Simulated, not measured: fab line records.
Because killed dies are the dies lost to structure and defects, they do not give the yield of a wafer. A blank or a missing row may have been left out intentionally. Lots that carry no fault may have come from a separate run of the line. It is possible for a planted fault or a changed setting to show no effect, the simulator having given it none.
fab line records | flow sky130
[record] lots = 6 wafers = 18 lastDay = 50
route steps=708 shown LDD_P@257 LDD_HVN@267
lots untouched by any fault: they come from a run of this same line in which no faults occurred
startH: start of the lot's first displayed wafer, in hours after the record's first day | waitH: hours elapsed since this lot's preceding step | " same as the row above | L1.1+2: a row that stands for several wafers | - value missing, or start not given | * or withheld: withheld | < > ~ a bound
route shown NAME@n: names a module that has steps shown in the file, with the first one's number in the route | usual: mean and standard deviation over wafers with no fault | same: alike in all rows | chamber/n: place in a boat | sites: each site's reading | _std_site: how widely they spread, as a standard deviation | _edge_site: inner sites' mean taken away from outer sites' mean | radiusMm: for every site, how far away it sits from the centre of the wafer | mask NAME#n: copy n | behind: the tool/chamber that last shaped the wafer | hold: cause of the lot's hold/its duration in hours/its outcome | device: which transistor (n, p or np) failed to switch | end of line: the same wafers' tests at the end of the route | for a step that has no rows: nothing shown but its recipe | killed: dies that structure and defects cost at the first sort, which is not the same as the wafer's yield | map: a wafer's dies, marking killed ones x, the rest . and places with no die _
set.NAME: setting as actually run; set.NAME@STEP: the setting as run at that earlier step | model.NAME: the simulator's own value behind a step, which no gauge read
lots at some steps of the route; a table a step, a row a wafer
services: when a tool's chamber went out of use (startH, in hours from the record's first day, below 0 if earlier), for how many hours, and the reason
[[steps]]
[step SKY_LDD_P_COAT_02]
[recipe] resist = NOVOLAK spinRpm = 3000 resistThkNm = 1140
[step SKY_LDD_P_SOFTBAKE_03]
[recipe] tempC = 90 timeS = 60 resist = NOVOLAK
[step SKY_LDD_P_EXPOSE_04]
[recipe] maskId = PSDM na = 0.6 sourceShape = conventional sigmaOuter = 0.6 polarization = unpolarized targetCdNm = 380 doseMj = 134.9
[step SKY_LDD_P_PEB_05]
[recipe] tempC = withheld timeS = * resist = NOVOLAK
[step SKY_LDD_P_DEVELOP_06]
[recipe] resist = NOVOLAK developer = TMAH developTimeS = 60 devTempC = 23
[step SKY_LDD_P_CD_MEAS_07]
[recipe] targetCdNm = 380
[usual] cdNm = 379.9/2.9
// columns lot.wafer tool chamber startH waitH cdNm
L523.1 cdSem-02 - 450.25 0.1 380.6
L523.2 " - " " 377.1
L523.3 " - " " 379.2
L532.1 cdSem-01 - 527.97 0.1 377.1
L532.5 " - " " 378.5
L532.6 " - " " 377.9
L536.1 cdSem-02 - 562.40 0.1 376.8
L536.4 " - " " 375.7
L536.5 " - " " 375.1
L538.1 cdSem-02 - 589.67 0.1 385.9
L538.3 " - " " 381.2
L538.5 " - " " 384.0
L540.1 cdSem-01 - 594.87 0.1 381.2
L540.3 " - " " 381.4
L540.6 " - " " 381.0
L545.1 cdSem-01 - 633.55 0.1 378.7
L545.3 " - " " 374.6
L545.6 " - " " 374.9
[step SKY_LDD_P_OVL_MEAS_08]
[usual] LDD_P_OVL = -1.1/1.3
// columns lot.wafer tool chamber startH waitH LDD_P_OVL[nm]
L523.1 overlay-01 - 450.37 0.1 0.5
L523.2 " - " " 0.3
L523.3 " - " " -0.1
L532.1 overlay-01 - 528.09 0.1 0.1
L532.5 " - " " 0.3
L532.6 " - " " 0.2
L536.1 overlay-01 - 562.52 0.1 0.6
L536.4 " - " " -0.7
L536.5 " - " " 0.0
L538.1 overlay-01 - 589.79 0.1 -1.8
L538.3 " - " " -1.8
L538.5 " - " " -2.5
L540.1 overlay-02 - 594.99 0.1 -1.0
L540.3 " - " " 0.4
L540.6 " - " " -0.3
L545.1 overlay-01 - 633.67 0.1 -2.7
L545.3 " - " " -3.2
L545.6 " - " " -3.2
[step SKY_LDD_P_IMPLANT_09]
[recipe] species = BF2 energyKev = 25 doseCm2 = 1e+13 tiltDeg = withheld
[step SKY_LDD_P_STRIP_10]
[recipe] chemistry = O2/N2 powerW = 1400 pressureMtorr = 1500 platenTempC = withheld o2FlowSccm = 3000 n2FlowSccm = 300 overashFraction = 0.5
[usual] drypumpMotorCurrentA = 5.8/0.31 n2FlowSccm = 299.9/0.92 oesProductAu = 0.715/0.0042 stripTimeToEndpointS = 14.17/0.041
// columns lot.wafer tool chamber startH waitH drypumpMotorCurrentA n2FlowSccm oesProductAu rfHoursCounterH stripTimeToEndpointS
L523.1 plasmaAsher-04 0 450.55 0.1 5.3 300.6 0.725 63 14.19
L523.2 " 1 " " 5.7 301.6 0.709 63 14.20
L523.3 " 1 " " 5.7 301.1 0.712 - 14.23
L532.1 plasmaAsher-02 0 528.27 0.1 5.7 300.1 0.717 38 14.14
L532.5 " 0 " " 5.7 299.7 0.718 - 14.10
L532.6 " 1 " " 6.2 301.6 0.714 - 14.18
L536.1 plasmaAsher-03 0 562.70 0.1 5.9 300.6 0.713 86 14.24
L536.4 " 1 " " 6.1 300.6 0.717 - 14.19
L536.5 " 0 " " 5.9 301.3 0.714 - 14.26
L538.1 plasmaAsher-02 0 589.97 0.1 5.7 299.5 0.714 44 14.22
L538.3 " 0 " " 5.7 299.0 0.707 - 14.18
L538.5 " 0 " " 5.7 299.5 0.711 - 14.22
L540.1 plasmaAsher-03 0 595.17 0.1 5.9 300.0 0.728 90 14.17
L540.3 " 0 " " 5.9 300.3 0.707 - 14.17
L540.6 " 1 " " 6.1 298.3 0.715 - 14.21
L545.1 plasmaAsher-04 1 633.85 0.1 5.7 300.7 0.719 81 14.14
L545.3 " 0 " " 5.3 299.0 0.711 - 14.17
L545.6 " 0 " " 5.3 299.2 0.712 - 14.19
[step SKY_LDD_P_TW_MEAS_11]
[usual] LDD_P_TW = 633/6.7
// columns lot.wafer tool chamber startH waitH LDD_P_TW
L523.1 filmMetro-02 - 450.65 0.1 639
L523.2 " - " " 640
L523.3 " - " " 640
L532.1 filmMetro-02 - 528.37 0.1 635
L532.5 " - " " 638
L532.6 " - " " 638
L536.1 filmMetro-02 - 562.80 0.1 639
L536.4 " - " " 644
L536.5 " - " " 640
L538.1 filmMetro-02 - 590.07 0.1 638
L538.3 " - " " 642
L538.5 " - " " 639
L540.1 filmMetro-02 - 595.27 0.1 636
L540.3 " - " " 637
L540.6 " - " " 636
L545.1 filmMetro-03 - 633.95 0.1 622
L545.3 " - " " 622
L545.6 " - " " 623
[step SKY_LDD_HVN_DEHYDRATE_00]
[recipe] tempC = 200 timeS = 60
[step SKY_LDD_HVN_HMDS_01]
[recipe] primeTimeS = 60 primeTempC = 120
[step SKY_LDD_HVN_COAT_02]
[recipe] resist = NOVOLAK spinRpm = 3000 resistThkNm = 300
[usual] spinSpeedRpm = 3000.2/2.3
// columns lot.wafer tool chamber startH waitH spinSpeedRpm model.NOVOLAK_of_LDD_HVN_COAT_02.thkNm
L523.1 lithoTrack-04 0 465.72 0.1 2999.1 299.1
L523.2 " 0 " " 2996.2 299.3
L523.3 " 0 " " 2997.7 298.7
L532.1 lithoTrack-01 0 543.38 0.1 3001.2 299.8
L532.5 " 0 " " 2999.6 299.8
L532.6 " 0 " " 2997.9 300.5
L536.1 lithoTrack-04 0 578.07 0.1 2954.2 303.1
L536.4 " 0 " " 2953.6 302.1
L536.5 " 0 " " 2954.1 303
L538.1 lithoTrack-04 0 604.32 0.1 2952.2 301.5
L538.3 " 0 " " 2951.9 300.7
L538.5 " 0 " " 2953.2 301.3
L540.1 lithoTrack-02 0 609.70 0.1 2998.4 300.7
L540.3 " 0 " " 3001.8 300.5
L540.6 " 0 " " 3001.1 300.2
L545.1 lithoTrack-01 0 647.93 0.1 3001.8 299.6
L545.3 " 0 " " 2994.4 298.9
L545.6 " 0 " " 2998.2 299.5
[step SKY_LDD_HVN_SOFTBAKE_03]
[recipe] tempC = 90 timeS = 60 resist = NOVOLAK
[step SKY_LDD_HVN_EXPOSE_04]
[recipe] maskId = HVNTM na = 0.6 sourceShape = conventional sigmaOuter = 0.6 polarization = unpolarized targetCdNm = 700 doseMj = 127
[step SKY_LDD_HVN_PEB_05]
[recipe] tempC = withheld timeS = * resist = NOVOLAK
[step SKY_LDD_HVN_DEVELOP_06]
[recipe] resist = NOVOLAK developer = TMAH developTimeS = 60 devTempC = 23
// columns lot.wafer tool chamber startH waitH model.NOVOLAK_of_LDD_HVN_COAT_02.thkNm
L523.1 lithoTrack-02 0 480.95 0.1 298.7
L523.2 " 0 " " 298.9
L523.3 " 0 " " 298.3
L532.1+5 lithoTrack-01 0 558.68 0.1 299.4
L532.6 " 0 " " 300.1
L536.1 lithoTrack-02 0 593.20 0.1 302.7
L536.4 " 0 " " 301.7
L536.5 " 0 " " 302.6
L538.1 lithoTrack-02 0 619.80 0.1 301
L538.3 " 0 " " 300.3
L538.5 " 0 " " 300.9
L540.1 lithoTrack-01 0 624.78 0.1 300.3
L540.3 " 0 " " 300.1
L540.6 " 0 " " 299.8
L545.1 lithoTrack-01 0 662.23 0.1 299.2
L545.3 " 0 " " 298.5
L545.6 " 0 " " 299.1
[step SKY_LDD_HVN_OVL_MEAS_07]
[usual] LDD_HVN_OVL = -0.8/1.5
// columns lot.wafer tool chamber startH waitH LDD_HVN_OVL[nm]
L523.1 overlay-01 - 481.10 0.1 3.4
L523.2 " - " " 2.7
L523.3 " - " " 1.3
L532.1 overlay-01 - 558.83 0.1 -2.7
L532.5 " - " " -2.1
L532.6 " - " " -0.9
L536.1 overlay-02 - 593.35 0.1 -2.6
L536.4 " - " " -1.8
L536.5 " - " " -3.1
L538.1 overlay-01 - 619.95 0.1 -2.6
L538.3 " - " " -3.1
L538.5 " - " " -1.0
L540.1 overlay-01 - 624.93 0.1 1.2
L540.3 " - " " 0.0
L540.6 " - " " 1.4
L545.1 overlay-01 - 662.38 0.1 -2.0
L545.3 " - " " -1.4
L545.6 " - " " -0.9
[[services]]
// columns tool chamber startH hours kind
plasmaAsher-04 - 436.12 1.6 repair
plasmaAsher-03 - 529.27 11.5 repair
plasmaAsher-02 - 551.50 1.8 repair
plasmaAsher-02 - 568.99 3.5 repair
plasmaAsher-04 - 615.03 3.9 repair
[[key]]
[firstSign] step = SKY_LDD_HVN_COAT_02 reading = spinSpeedRpm direction = down sigmas = 20 usual = 3000.2 struck = 2953.2
effect none on later readings
[modelEffect] step = SKY_LDD_HVN_COAT_02 value = NOVOLAK_of_LDD_HVN_COAT_02.thkNm without = 299.6 struck = 302
[modelEffect] step = SKY_LDD_HVN_DEVELOP_06 value = NOVOLAK_of_LDD_HVN_COAT_02.thkNm without = 299.1 struck = 301.5
metAt SKY_LDD_HVN_COAT_02
struckWafers L536.1,L536.4,L536.5,L538.1,L538.3,L538.5
testerLeftOut L536,L538
onsetBetween 465.72 578.07
[fault] kind = processParameterDrift tool = lithoTrack-04 chamber = - onsetH = 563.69 steps = SKY_LDD_HVN_COAT_02 channel = spinRpm offset = -47.372 shape = step endH = 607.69 actsIn = theseRecipesOnly stated = 3000
// testerLeftOut: of these lots the tester's yield and bins aren't shown, on N5 and GAA mostly nor the transistor test; their killed dies are dies lost to structure and defects alone, not to doping, threshold or leakage, so they don't give the yield
